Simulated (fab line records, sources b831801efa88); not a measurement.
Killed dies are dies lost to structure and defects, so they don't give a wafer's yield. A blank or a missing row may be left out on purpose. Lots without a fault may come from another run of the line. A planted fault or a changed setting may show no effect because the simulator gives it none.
fab line records | flow sky130
record lots=24 wafers=72 last_day=50
route steps=708 shown RES_XHIGH@340 VIA1@461 CAPM@551 VIA3@585 CAP2M@606
lots that met no fault: from a run of the same line without faults
start_h: hours from the record's first day to the start of the lot's first wafer shown | wait_h: hours since the lot's step before | " the same as in the row above | L1.1+2: a row that stands for several wafers | - no value, or no start given | * or withheld: withheld | < > ~ a bound
route shown NAME@n: a module of which the file shows steps, and the number in the route of the first | usual: mean/standard deviation of fault-free wafers | same: alike in all rows | chamber/n: place in a boat | sites: the reading at each site | _std_site: their standard deviation | _edge_site: outer sites' mean less inner sites' | radius_mm: how far each site lies from the wafer's centre | mask NAME#n: copy n | behind: the tool/chamber that last shaped the wafer | hold: why the lot was held/for how many hours/how that ended | device: the transistor (n, p or np) that didn't switch | end of line: the same wafers' tests at the end of the route | a step without rows: its recipe alone | killed: dies lost to structure and defects at the first sort, not the wafer's yield | map: a wafer's dies, x killed, . not, _ none there
set.NAME: the setting as run; set.NAME@STEP: as run at that earlier step | model.NAME: the simulator's own value behind a step, which no gauge read
steps of the route over a sample of lots; a table a step, a row a wafer
services: from which hour (start_h, from the record's first day; less than 0 if before it) a tool's chamber was out of use, for how many hours, and why
## steps
# step SKY_RES_XHIGH_STRIP_08
# recipe chemistry=O2/N2 power_w=1400 pressure_mtorr=1500 platen_temp_c=withheld o2_flow_sccm=3000 n2_flow_sccm=300 overash_fraction=0.5
# usual drypump_motor_current_A=5.7/0.54 oes_product_au=0.711/0.0046 strip_time_to_endpoint_s=14.29/0.038
# columns lot.wafer tool chamber start_h wait_h drypump_motor_current_A oes_product_au rf_hours_counter_h strip_time_to_endpoint_s
L074.2 plasma_asher-01 0 620.21 0.1 5.5 0.712 85 14.33
L074.3 " 0 " " 5.5 0.709 - 14.31
L074.6 " 0 " " 5.5 0.707 - 14.32
L075.1 plasma_asher-03 1 630.95 0.1 6.1 0.716 20 14.24
L075.2 " 0 " " 6.6 0.713 20 14.29
L075.3 " 0 " " 6.6 0.708 - 14.29
L076.2 plasma_asher-04 1 637.64 0.1 6.5 0.708 94 14.27
L076.4 " 0 " " 5.2 0.714 - 14.24
L076.5 " 1 " " 6.4 0.708 - 14.29
L077.2 plasma_asher-04 1 653.85 0.1 6.4 0.707 95 14.27
L077.3 " 1 " " 6.5 0.709 - 14.28
L077.6 " 1 " " 6.4 0.711 - 14.30
L079.2 plasma_asher-01 1 672.50 0.1 5.2 0.712 90 14.31
L079.5 " 1 " " 5.2 0.714 - 14.31
L079.6 " 0 " " 5.5 0.711 - 14.27
L078.3 plasma_asher-04 1 672.84 0.1 6.5 0.709 - 14.28
L078.4 " 0 " " 5.1 0.714 - 14.33
L078.5 " 0 " " 5.1 0.710 - 14.29
L080.2 plasma_asher-04 0 679.75 0.1 5.1 0.710 98 14.26
L080.4 " 0 " " 5.2 0.721 - 14.24
L080.6 " 0 " " 5.2 0.724 - 14.23
L081.1 plasma_asher-01 0 682.70 0.1 5.5 0.709 92 14.33
L081.4 " 0 " " 5.5 0.714 - 14.37
L081.5 " 0 " " 5.5 0.705 - 14.34
L082.4 plasma_asher-01 1 686.42 0.1 5.2 0.711 - 14.39
L082.5 " 0 " " 5.5 0.708 - 14.34
L082.6 " 1 " " 5.2 0.716 - 14.39
L083.1 plasma_asher-04 0 697.96 0.1 5.1 0.721 101 14.24
L083.2 " 1 " " 6.5 0.702 101 14.31
L083.3 " 1 " " 6.5 0.710 - 14.25
L084.4 plasma_asher-04 1 708.72 0.1 6.4 0.707 - 14.31
L084.5 " 1 " " 6.4 0.713 - 14.31
L084.6 " 0 " " 5.1 0.706 - 14.31
L085.1 plasma_asher-01 1 712.43 0.2 5.2 0.703 96 14.21
L085.2 " 0 " " 5.5 0.719 96 14.27
L085.5 " 1 " " 5.2 0.708 - 14.26
L087.2 plasma_asher-01 0 721.89 0.1 5.5 0.707 97 14.34
L087.3 " 1 " " 5.1 0.708 - 14.32
L087.6 " 1 " " 5.1 0.708 - 14.29
L086.3 plasma_asher-01 1 722.99 0.1 5.1 0.703 - 14.30
L086.5 " 1 " " 5.2 0.711 - 14.31
L086.6 " 0 " " 5.5 0.710 - 14.36
L088.1 plasma_asher-01 0 733.95 0.1 5.5 0.718 99 14.27
L088.2 " 1 " " 5.2 0.713 99 14.26
L088.5 " 1 " " 5.2 0.710 - 14.29
L089.1 plasma_asher-03 1 737.56 0.1 6.0 0.707 23 14.30
L089.5 " 0 " " 6.5 0.702 - 14.35
L089.6 " 1 " " 6.0 0.715 - 14.37
L090.1 plasma_asher-01 0 750.51 0.1 5.5 0.711 101 14.31
L090.5 " 1 " " 5.1 0.712 - 14.31
L090.6 " 0 " " 5.5 0.710 - 14.29
L091.3 plasma_asher-01 1 759.04 0.1 5.2 0.715 - 14.28
L091.4 " 0 " " 5.5 0.715 - 14.26
L091.5 " 0 " " 5.5 0.710 - 14.35
L092.1 plasma_asher-01 1 764.61 0.1 5.2 0.705 102 14.28
L092.2 " 0 " " 5.5 0.716 102 14.29
L092.6 " 0 " " 5.5 0.708 - 14.29
L093.1 plasma_asher-03 1 771.74 0.1 6.0 0.711 26 14.28
L093.2 " 0 " " 6.5 0.712 26 14.27
L093.4 " 1 " " 6.0 0.711 - 14.26
L095.3 plasma_asher-03 0 784.27 0.1 6.6 0.711 - 14.30
L095.4 " 1 " " 6.0 0.700 - 14.28
L095.5 " 0 " " 6.6 0.708 - 14.28
L094.1 plasma_asher-01 0 787.00 0.1 5.5 0.715 104 14.25
L094.3 " 1 " " 5.2 0.710 - 14.22
L094.6 " 1 " " 5.1 0.719 - 14.30
L096.2 plasma_asher-03 0 796.24 0.1 6.6 0.704 29 14.29
L096.3 " 0 " " 6.6 0.716 - 14.31
L096.4 " 1 " " 6.0 0.715 - 14.32
L097.3 plasma_asher-04 1 801.87 0.1 6.5 0.702 - 14.30
L097.4 " 0 " " 5.2 0.716 - 14.29
L097.5 " 0 " " 5.2 0.704 - 14.28
# step SKY_VIA1_BOW_MEAS_03
# recipe mode=bow
# usual VIA1_BOW=80/7.7
# columns lot.wafer tool chamber start_h wait_h VIA1_BOW[um]
L074.2 film_metro-02 - 767.22 0.2 91
L074.3 " - " " 79
L074.6 " - " " 76
L075.1 film_metro-03 - 777.43 0.2 88
L075.2 " - " " 82
L075.3 " - " " 73
L076.2 film_metro-04 - 781.23 0.1 85
L076.4 " - " " 84
L076.5 " - " " 86
L077.2 film_metro-02 - 797.46 0.1 84
L077.3 " - " " 76
L077.6 " - " " 80
L079.2 film_metro-02 - 817.98 0.1 85
L079.5 " - " " 74
L079.6 " - " " 67
L078.3 film_metro-02 - 818.91 0.2 66
L078.4 " - " " 74
L078.5 " - " " 76
L080.2 film_metro-02 - 824.77 0.3 85
L080.4 " - " " 65
L080.6 " - " " 78
L081.1 film_metro-02 - 826.07 0.1 80
L081.4 " - " " 75
L081.5 " - " " 77
L082.4 film_metro-04 - 829.15 0.3 70
L082.5 " - " " 82
L082.6 " - " " 76
L083.1 film_metro-02 - 840.15 0.2 92
L083.2 " - " " 95
L083.3 " - " " 80
L084.4 film_metro-03 - 850.49 0.2 86
L084.5 " - " " 77
L084.6 " - " " 76
L085.1 film_metro-02 - 855.04 0.1 72
L085.2 " - " " 86
L085.5 " - " " 73
L086.3 film_metro-04 - 863.07 0.2 84
L086.5 " - " " 86
L086.6 " - " " 76
L087.2 film_metro-03 - 863.15 0.2 77
L087.3 " - " " 86
L087.6 " - " " 80
L088.1 film_metro-03 - 874.84 0.1 92
L088.2 " - " " 81
L088.5 " - " " 80
L089.1 film_metro-03 - 875.80 0.2 82
L089.5 " - " " 79
L089.6 " - " " 88
L090.1 film_metro-04 - 890.82 0.2 72
L090.5 " - " " 81
L090.6 " - " " 64
L091.3 film_metro-04 - 896.39 0.2 100
L091.4 " - " " 82
L091.5 " - " " 74
L092.1 film_metro-03 - 902.89 0.1 73
L092.2 " - " " 81
L092.6 " - " " 68
L093.1 film_metro-04 - 910.77 0.1 72
L093.2 " - " " 88
L093.4 " - " " 77
L095.3 film_metro-04 - 922.16 0.2 78
L095.4 " - " " 71
L095.5 " - " " 82
L094.1 film_metro-03 - 923.69 0.2 82
L094.3 " - " " 84
L094.6 " - " " 76
L096.2 film_metro-04 - 934.13 0.2 67
L096.3 " - " " 74
L096.4 " - " " 76
L097.3 film_metro-04 - 938.96 0.2 79
L097.4 " - " " 88
L097.5 " - " " 81
# step SKY_VIA1_SPUTTER_20
# recipe material=TiN target_thk_nm=20 chamber_pressure_pa=5 power_w=4000 time_s=80
# usual throttle_valve_pct=30.4/1
# columns lot.wafer tool chamber start_h wait_h throttle_valve_pct
L074.2 pvd_sputter-03 - 794.77 0.0 29.5
L074.3 " - " " 29.4
L074.6 " - " " 28.7
L075.1 pvd_sputter-04 - 805.48 0.0 30.6
L075.2 " - " " 29.0
L075.3 " - " " 30.9
L076.2 pvd_sputter-01 - 808.68 0.0 32.2
L076.4 " - " " 29.4
L076.5 " - " " 29.9
L077.2 pvd_sputter-01 - 825.56 0.0 29.5
L077.3 " - " " 32.3
L077.6 " - " " 29.8
L079.2 pvd_sputter-04 - 845.63 0.0 28.7
L079.5 " - " " 30.7
L079.6 " - " " 28.8
L078.3 pvd_sputter-01 - 846.92 0.0 31.4
L078.4 " - " " 29.5
L078.5 " - " " 32.2
L080.2 pvd_sputter-03 - 852.23 0.0 28.8
L080.4 " - " " 29.8
L080.6 " - " " 28.8
L081.1 pvd_sputter-01 - 853.81 0.0 32.2
L081.4 " - " " 30.9
L081.5 " - " " 29.5
L082.4 pvd_sputter-03 - 856.18 0.0 29.7
L082.5 " - " " 29.8
L082.6 " - " " 30.8
L083.1 pvd_sputter-04 - 866.49 0.0 30.8
L083.2 " - " " 30.2
L083.3 " - " " 28.9
L084.4 pvd_sputter-04 - 876.39 0.0 30.7
L084.5 " - " " 28.9
L084.6 " - " " 31.0
L085.1 pvd_sputter-01 - 881.41 0.0 32.1
L085.2 " - " " 30.6
L085.5 " - " " 31.8
L086.3 pvd_sputter-04 - 889.55 0.0 28.8
L086.5 " - " " 30.8
L086.6 " - " " 31.0
L087.2 pvd_sputter-01 - 889.94 0.0 29.6
L087.3 " - " " 31.2
L087.6 " - " " 32.3
L088.1 pvd_sputter-01 - 901.50 0.0 32.1
L088.2 " - " " 31.3
L088.5 " - " " 31.3
L089.1 pvd_sputter-03 - 903.11 0.0 29.5
L089.5 " - " " 29.6
L089.6 " - " " 30.4
L090.1 pvd_sputter-04 - 917.39 0.0 30.7
L090.5 " - " " 29.8
L090.6 " - " " 28.9
L091.3 pvd_sputter-01 - 922.58 0.0 29.7
L091.4 " - " " 31.6
L091.5 " - " " 30.6
L092.1 pvd_sputter-01 - 929.21 0.0 31.9
L092.2 " - " " 30.7
L092.6 " - " " 31.1
L093.1 pvd_sputter-03 - 936.67 0.0 28.7
L093.2 " - " " 30.7
L093.4 " - " " 29.4
L095.3 pvd_sputter-01 - 947.90 0.0 32.1
L095.4 " - " " 30.6
L095.5 " - " " 31.3
L094.1 pvd_sputter-01 - 949.53 0.0 29.7
L094.3 " - " " 31.3
L094.6 " - " " 32.1
L096.2 pvd_sputter-01 - 958.99 0.0 32.2
L096.3 " - " " 29.5
L096.4 " - " " 31.4
L097.3 pvd_sputter-01 - 964.26 0.0 32.1
L097.4 " - " " 31.5
L097.5 " - " " 32.2
# step SKY_CAPM_STRIP_14
# recipe chemistry=O2/N2 power_w=1400 pressure_mtorr=1500 platen_temp_c=withheld o2_flow_sccm=3000 n2_flow_sccm=300 overash_fraction=0.5
# usual drypump_motor_current_A=5.9/0.41 oes_product_au=0.710/0.0042 strip_time_to_endpoint_s=12.64/0.046
# columns lot.wafer tool chamber start_h wait_h drypump_motor_current_A oes_product_au rf_hours_counter_h strip_time_to_endpoint_s
L074.2 plasma_asher-02 0 877.51 0.1 5.9 0.710 78 12.70
L074.3 " 0 " " 5.9 0.705 - 12.66
L074.6 " 0 " " 5.9 0.705 - 12.65
L075.1 plasma_asher-01 1 886.72 0.1 5.1 0.705 115 12.59
L075.2 " 0 " " 5.5 0.704 115 12.65
L075.3 " 0 " " 5.5 0.710 - 12.64
L076.2 plasma_asher-03 0 889.96 0.1 6.5 0.703 39 12.65
L076.4 " 1 " " 6.0 0.708 - 12.59
L076.5 " 1 " " 6.1 0.705 - 12.66
L077.2 plasma_asher-01 1 907.90 0.1 5.2 0.712 117 12.60
L077.3 " 0 " " 5.5 0.710 - 12.65
L077.6 " 0 " " 5.5 0.706 - 12.62
L079.2 plasma_asher-02 0 925.75 0.1 5.9 0.702 83 12.54
L079.5 " 0 " " 5.9 0.710 - 12.56
L079.6 " 1 " " 5.9 0.705 - 12.56
L078.3 plasma_asher-01 1 928.56 0.1 5.2 0.713 - 12.60
L078.4 " 0 " " 5.5 0.712 - 12.64
L078.5 " 0 " " 5.5 0.706 - 12.61
L080.2 plasma_asher-02 1 931.97 0.1 5.9 0.704 84 12.67
L080.4 " 0 " " 5.9 0.704 - 12.64
L080.6 " 1 " " 5.9 0.706 - 12.69
L081.1 plasma_asher-01 1 933.71 0.1 5.1 0.710 120 12.66
L081.4 " 1 " " 5.2 0.711 - 12.67
L081.5 " 1 " " 5.2 0.710 - 12.62
L082.4 plasma_asher-03 1 935.01 0.1 6.0 0.708 - 12.67
L082.5 " 0 " " 6.6 0.705 - 12.63
L082.6 " 1 " " 6.0 0.718 - 12.56
L083.1 plasma_asher-01 1 947.05 0.1 5.2 0.710 121 12.67
L083.2 " 0 " " 5.5 0.718 121 12.60
L083.3 " 1 " " 5.2 0.710 - 12.62
L084.4 plasma_asher-03 0 955.65 0.1 6.6 0.715 - 12.61
L084.5 " 1 " " 6.0 0.706 - 12.65
L084.6 " 0 " " 6.5 0.714 - 12.64
L085.1 plasma_asher-03 0 960.92 0.1 6.5 0.707 46 12.64
L085.2 " 1 " " 6.0 0.705 46 12.63
L085.5 " 1 " " 6.0 0.704 - 12.66
L086.3 plasma_asher-03 0 968.50 0.1 6.5 0.702 - 12.69
L086.5 " 1 " " 6.0 0.711 - 12.65
L086.6 " 0 " " 6.5 0.706 - 12.68
L087.2 plasma_asher-03 0 969.20 0.1 6.5 0.711 47 12.67
L087.3 " 1 " " 6.0 0.706 - 12.69
L087.6 " 1 " " 6.1 0.714 - 12.64
L088.1 plasma_asher-02 0 979.63 0.1 5.9 0.708 89 12.63
L088.2 " 1 " " 5.9 0.713 89 12.64
L088.5 " 1 " " 5.9 0.709 - 12.63
L089.1 plasma_asher-02 0 980.56 0.1 5.9 0.708 89 12.64
L089.5 " 1 " " 5.9 0.707 - 12.63
L089.6 " 0 " " 5.9 0.707 - 12.63
L090.1 plasma_asher-02 1 994.90 0.1 5.9 0.712 90 12.67
L090.5 " 1 " " 5.9 0.708 - 12.64
L090.6 " 0 " " 5.9 0.711 - 12.64
L091.3 plasma_asher-02 1 1000.19 0.1 5.9 0.715 - 12.62
L091.4 " 0 " " 5.9 0.706 - 12.68
L091.5 " 0 " " 5.9 0.712 - 12.66
L092.1 plasma_asher-02 0 1005.67 0.1 5.9 0.714 91 12.71
L092.2 " 1 " " 5.9 0.711 91 12.68
L092.6 " 1 " " 5.9 0.714 - 12.67
L093.1 plasma_asher-03 1 1012.67 0.1 6.0 0.714 51 12.57
L093.2 " 0 " " 6.6 0.710 51 12.61
L093.4 " 1 " " 6.0 0.709 - 12.66
L095.3 plasma_asher-02 0 1024.66 0.1 5.9 0.711 - 12.59
L095.4 " 1 " " 5.9 0.709 - 12.60
L095.5 " 0 " " 5.9 0.706 - 12.64
L094.1 plasma_asher-01 1 1028.26 0.1 5.2 0.707 129 12.75
L094.3 " 0 " " 5.5 0.714 - 12.75
L094.6 " 1 " " 5.2 0.710 - 12.71
L096.2 plasma_asher-03 0 1033.56 0.1 6.6 0.711 53 12.79
L096.3 " 0 " " 6.6 0.705 - 12.71
L096.4 " 1 " " 6.0 0.706 - 12.79
L097.3 plasma_asher-03 0 1038.12 0.1 6.6 0.702 - 12.56
L097.4 " 1 " " 6.0 0.707 - 12.61
L097.5 " 1 " " 6.0 0.717 - 12.63
# step SKY_VIA3_CD_MEAS_12
# recipe target_cd_nm=200
# usual cd_nm=200.0/1.4
# columns lot.wafer tool chamber start_h wait_h cd_nm
L074.2 cd_sem-02 - 929.96 - 197.8
L074.3 " - " " 199.1
L074.6 " - " " 198.9
L075.1 cd_sem-01 - 939.34 - 198.2
L075.2 " - " " 199.7
L075.3 " - " " 200.8
L076.2 cd_sem-02 - 943.30 - 198.5
L076.4 " - " " 198.3
L076.5 " - " " 199.9
L077.2 cd_sem-01 - 958.66 - 200.7
L077.3 " - " " 202.6
L077.6 " - " " 199.3
L079.2 cd_sem-01 - 977.51 - 199.8
L079.5 " - " " 201.1
L079.6 " - " " 200.2
L078.3 cd_sem-01 - 980.19 - 200.9
L078.4 " - " " 200.7
L078.5 " - " " 201.1
L080.2 cd_sem-02 - 982.57 - 199.7
L080.4 " - " " 200.0
L080.6 " - " " 199.4
L081.1 cd_sem-01 - 983.80 - 199.6
L081.4 " - " " 199.8
L081.5 " - " " 198.9
L082.4 cd_sem-02 - 985.85 - 199.4
L082.5 " - " " 199.3
L082.6 " - " " 200.9
L083.1 cd_sem-02 - 997.00 - 200.6
L083.2 " - " " 198.6
L083.3 " - " " 200.6
L084.4 cd_sem-01 - 1006.75 - 203.5
L084.5 " - " " 202.8
L084.6 " - " " 203.0
L085.1 cd_sem-02 - 1010.15 - 200.8
L085.2 " - " " 200.9
L085.5 " - " " 199.9
L086.3 cd_sem-01 - 1016.99 - 199.5
L086.5 " - " " 199.0
L086.6 " - " " 198.9
L087.2 cd_sem-01 - 1018.57 - 201.1
L087.3 " - " " 199.7
L087.6 " - " " 201.4
L088.1 cd_sem-02 - 1027.02 - 198.4
L088.2 " - " " 198.8
L088.5 " - " " 197.9
L089.1 cd_sem-01 - 1028.64 - 199.8
L089.5 " - " " 200.3
L089.6 " - " " 199.2
L090.1 cd_sem-01 - 1042.59 - 200.3
L090.5 " - " " 200.0
L090.6 " - " " 200.4
L091.3 cd_sem-02 - 1048.28 - 197.8
L091.4 " - " " 198.0
L091.5 " - " " 200.2
L092.1 cd_sem-01 - 1052.80 - 200.2
L092.2 " - " " 200.8
L092.6 " - " " 201.1
L093.1 cd_sem-01 - 1059.45 - 202.1
L093.2 " - " " 200.7
L093.4 " - " " 201.3
L095.3 cd_sem-01 - 1071.18 - 201.3
L095.4 " - " " 201.1
L095.5 " - " " 201.2
L094.1 cd_sem-02 - 1074.54 - 198.9
L094.3 " - " " 200.4
L094.6 " - " " 198.4
L096.2 cd_sem-02 - 1078.86 - 199.3
L096.3 " - " " 200.1
L096.4 " - " " 197.8
L097.3 cd_sem-01 - 1083.74 - 198.7
L097.4 " - " " 200.8
L097.5 " - " " 201.4
# step SKY_CAP2M_RS_MEAS_03
# recipe thk_meas_gauge=four-point-probe reads=TiN_of_CAP2M_SPUTTER_02
# usual CAP2M_TIN_RS=6.90/0.076
# columns lot.wafer tool chamber start_h wait_h CAP2M_TIN_RS[ohm/sq]
L074.2 film_metro-03 - 931.86 0.1 6.97
L074.3 " - " " 6.78
L074.6 " - " " 6.91
L075.1 film_metro-04 - 941.24 0.1 6.95
L075.2 " - " " 6.86
L075.3 " - " " 6.92
L076.2 film_metro-03 - 945.21 0.1 7.00
L076.4 " - " " 7.11
L076.5 " - " " 7.00
L077.2 film_metro-01 - 960.52 0.1 6.83
L077.3 " - " " 6.89
L077.6 " - " " 6.88
L079.2 film_metro-03 - 979.37 0.1 6.84
L079.5 " - " " 6.84
L079.6 " - " " 6.79
L078.3 film_metro-01 - 982.23 0.1 6.85
L078.4 " - " " 6.84
L078.5 " - " " 6.86
L080.2 film_metro-04 - 984.50 0.1 6.75
L080.4 " - " " 6.68
L080.6 " - " " 6.72
L081.1 film_metro-04 - 985.73 0.1 6.76
L081.4 " - " " 6.86
L081.5 " - " " 6.84
L082.4 film_metro-01 - 987.73 0.1 6.92
L082.5 " - " " 6.80
L082.6 " - " " 6.93
L083.1 film_metro-01 - 998.86 0.1 6.96
L083.2 " - " " 6.93
L083.3 " - " " 7.06
L084.4 film_metro-04 - 1008.61 0.1 6.98
L084.5 " - " " 6.93
L084.6 " - " " 6.89
L085.1 film_metro-04 - 1012.05 0.1 6.85
L085.2 " - " " 6.88
L085.5 " - " " 6.87
L086.3 film_metro-04 - 1018.99 0.1 6.89
L086.5 " - " " 6.84
L086.6 " - " " 6.85
L087.2 film_metro-03 - 1020.53 0.1 6.93
L087.3 " - " " 6.82
L087.6 " - " " 6.89
L088.1 film_metro-04 - 1029.31 0.1 6.93
L088.2 " - " " 6.82
L088.5 " - " " 6.90
L089.1 film_metro-01 - 1030.59 0.1 6.97
L089.5 " - " " 6.97
L089.6 " - " " 6.92
L090.1 film_metro-03 - 1044.54 0.1 6.91
L090.5 " - " " 6.90
L090.6 " - " " 6.90
L091.3 film_metro-03 - 1050.24 0.1 7.01
L091.4 " - " " 6.88
L091.5 " - " " 7.08
L092.1 film_metro-03 - 1054.73 0.1 6.93
L092.2 " - " " 6.96
L092.6 " - " " 6.86
L093.1 film_metro-04 - 1061.38 0.1 6.87
L093.2 " - " " 6.92
L093.4 " - " " 6.96
L095.3 film_metro-03 - 1073.04 0.1 6.82
L095.4 " - " " 6.97
L095.5 " - " " 6.90
L094.1 film_metro-03 - 1076.51 0.1 6.81
L094.3 " - " " 6.92
L094.6 " - " " 6.92
L096.2 film_metro-03 - 1080.80 0.1 7.04
L096.3 " - " " 6.93
L096.4 " - " " 7.00
L097.3 film_metro-04 - 1085.79 0.1 6.78
L097.4 " - " " 6.88
L097.5 " - " " 6.89
## services
# columns tool chamber start_h hours kind
plasma_asher-04 - 613.84 0.6 repair
plasma_asher-02 - 618.17 1.3 repair
plasma_asher-03 - 657.68 74.9 pm
plasma_asher-04 - 733.75 9.0 pm
pvd_sputter-04 - 743.89 18.3 repair
pvd_sputter-03 - 753.47 11.7 repair
plasma_asher-04 - 758.64 0.5 repair
plasma_asher-03 - 763.03 1.3 repair
plasma_asher-02 - 763.84 2.3 repair
pvd_sputter-04 - 770.24 3.4 repair
plasma_asher-02 - 781.15 2.4 repair
plasma_asher-04 - 817.74 1.2 repair
pvd_sputter-04 - 836.84 2.4 repair
plasma_asher-04 - 861.71 22.3 repair
plasma_asher-01 - 888.89 0.7 repair
pvd_sputter-03 - 907.00 6.3 repair
pvd_sputter-03 - 912.09 11.4 repair
pvd_sputter-04 - 921.38 9.3 repair
plasma_asher-04 - 926.84 6.6 repair
pvd_sputter-01 - 934.40 0.5 repair
plasma_asher-04 - 958.24 2.8 pm
pvd_sputter-01 - 970.09 9.2 repair
plasma_asher-01 - 1011.11 1.3 repair
plasma_asher-02 - 1015.00 3.8 repair
## key
fault none
